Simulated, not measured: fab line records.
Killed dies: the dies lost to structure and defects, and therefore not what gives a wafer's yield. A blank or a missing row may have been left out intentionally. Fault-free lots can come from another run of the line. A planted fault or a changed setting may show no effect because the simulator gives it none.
Matching of chambers / flow gf180mcu / GF_CONTACT_CVD_02 on pecvd-04: 3 sister chambers
The step deposits SiO2 from TEOS, target thk 860 nm, time 95.992 s. 22 wafers are shown with their chamber, then 11 later ones without.

EACH WAFER AND ITS CHAMBER
wafer=L076.2; chamber=2; heater power outer w (W)=506; heater power w (W)=794; susceptor temp C (C)=399.84
wafer=L076.3; chamber=0; heater power outer w (W)=428; heater power w (W)=782; susceptor temp C (C)=400.10
wafer=L076.6; chamber=1; heater power outer w (W)=283; heater power w (W)=549; susceptor temp C (C)=400.15
wafer=L079.1; chamber=2; heater power outer w (W)=459; heater power w (W)=740; susceptor temp C (C)=400.24
wafer=L079.3; chamber=1; heater power outer w (W)=326; heater power w (W)=603; susceptor temp C (C)=400.06
wafer=L079.6; chamber=2; heater power outer w (W)=486; heater power w (W)=790; susceptor temp C (C)=400.01
wafer=L081.2; chamber=2; heater power outer w (W)=435; heater power w (W)=713; susceptor temp C (C)=399.88
wafer=L081.3; chamber=1; heater power outer w (W)=359; heater power w (W)=642; susceptor temp C (C)=400.41
wafer=L081.6; chamber=1; heater power outer w (W)=387; heater power w (W)=669; susceptor temp C (C)=400.33
wafer=L080.1; chamber=1; heater power outer w (W)=361; heater power w (W)=641; susceptor temp C (C)=400.00
wafer=L080.3; chamber=0; heater power outer w (W)=414; heater power w (W)=746; susceptor temp C (C)=399.80
wafer=L080.6; chamber=1; heater power outer w (W)=389; heater power w (W)=676; susceptor temp C (C)=400.00
wafer=L082.1; chamber=2; heater power outer w (W)=518; heater power w (W)=820; susceptor temp C (C)=400.03
wafer=L082.3; chamber=0; heater power outer w (W)=447; heater power w (W)=768; susceptor temp C (C)=400.10
wafer=L082.4; chamber=2; heater power outer w (W)=418; heater power w (W)=662; susceptor temp C (C)=400.06
wafer=L085.3; chamber=0; heater power outer w (W)=354; heater power w (W)=639; susceptor temp C (C)=399.55
wafer=L085.4; chamber=2; heater power outer w (W)=518; heater power w (W)=822; susceptor temp C (C)=400.14
wafer=L085.6; chamber=0; heater power outer w (W)=397; heater power w (W)=726; susceptor temp C (C)=399.87
wafer=L088.2; chamber=0; heater power outer w (W)=422; heater power w (W)=766; susceptor temp C (C)=399.76
wafer=L088.4; chamber=2; heater power outer w (W)=506; heater power w (W)=810; susceptor temp C (C)=400.28
wafer=L088.6; chamber=0; heater power outer w (W)=345; heater power w (W)=644; susceptor temp C (C)=399.93
wafer=L089.3; chamber=1; heater power outer w (W)=385; heater power w (W)=688; susceptor temp C (C)=399.76

SIGNATURES (means of the wafers above)
reading=heater power outer w; chamber 0=401.00; chamber 1=355.71; chamber 2=480.75; scatter within a chamber=38.8
reading=heater power w; chamber 0=724.43; chamber 1=638.29; chamber 2=768.88; scatter within a chamber=55.6
reading=susceptor temp C; chamber 0=399.8729; chamber 1=400.1014; chamber 2=400.0600; scatter within a chamber=0.19
Rule: a wafer's distance from a chamber is the root of the sum, over the readings, of the square of ((its reading less the chamber's mean) divided by the reading's scatter). The wafer belongs to the nearest chamber; if the next one is less than 2 further off, it can't be placed. The scatter is the square root of a quotient: the sum, over the shown wafers, of each reading's squared deviation from its chamber's mean, divided by wafers minus chambers.

WAFERS WITH NO CHAMBER GIVEN
wafer=L089.4; heater power outer w (W)=298; heater power w (W)=551; susceptor temp C (C)=399.83
wafer=L089.6; heater power outer w (W)=345; heater power w (W)=632; susceptor temp C (C)=400.07
wafer=L093.1; heater power outer w (W)=439; heater power w (W)=760; susceptor temp C (C)=399.78
wafer=L093.3; heater power outer w (W)=426; heater power w (W)=710; susceptor temp C (C)=399.64
wafer=L093.6; heater power outer w (W)=343; heater power w (W)=631; susceptor temp C (C)=399.94
wafer=L095.1; heater power outer w (W)=460; heater power w (W)=735; susceptor temp C (C)=400.14
wafer=L095.3; heater power outer w (W)=358; heater power w (W)=638; susceptor temp C (C)=399.96
wafer=L095.6; heater power outer w (W)=492; heater power w (W)=790; susceptor temp C (C)=399.57
wafer=L096.2; heater power outer w (W)=441; heater power w (W)=695; susceptor temp C (C)=399.78
wafer=L096.3; heater power outer w (W)=357; heater power w (W)=629; susceptor temp C (C)=399.72
wafer=L096.4; heater power outer w (W)=477; heater power w (W)=765; susceptor temp C (C)=399.58

THE CHAMBER EACH PASSED THROUGH
wafer=L089.4; from the rows above=can't be placed: 1 or 0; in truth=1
wafer=L089.6; from the rows above=1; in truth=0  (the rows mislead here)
wafer=L093.1; from the rows above=can't be placed: 0 or 2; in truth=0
wafer=L093.3; from the rows above=can't be placed: 0 or 2 or 1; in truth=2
wafer=L093.6; from the rows above=can't be placed: 1 or 0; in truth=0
wafer=L095.1; from the rows above=can't be placed: 2 or 0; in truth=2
wafer=L095.3; from the rows above=can't be placed: 1 or 0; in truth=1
wafer=L095.6; from the rows above=can't be placed: 2 or 0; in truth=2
wafer=L096.2; from the rows above=can't be placed: 0 or 2 or 1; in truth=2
wafer=L096.3; from the rows above=can't be placed: 1 or 0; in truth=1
wafer=L096.4; from the rows above=can't be placed: 2 or 0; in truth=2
Placed correctly: 0 of 11. Not placeable from these rows: 10 (in 10, the candidates include the true chamber). Number placed wrongly: 1.
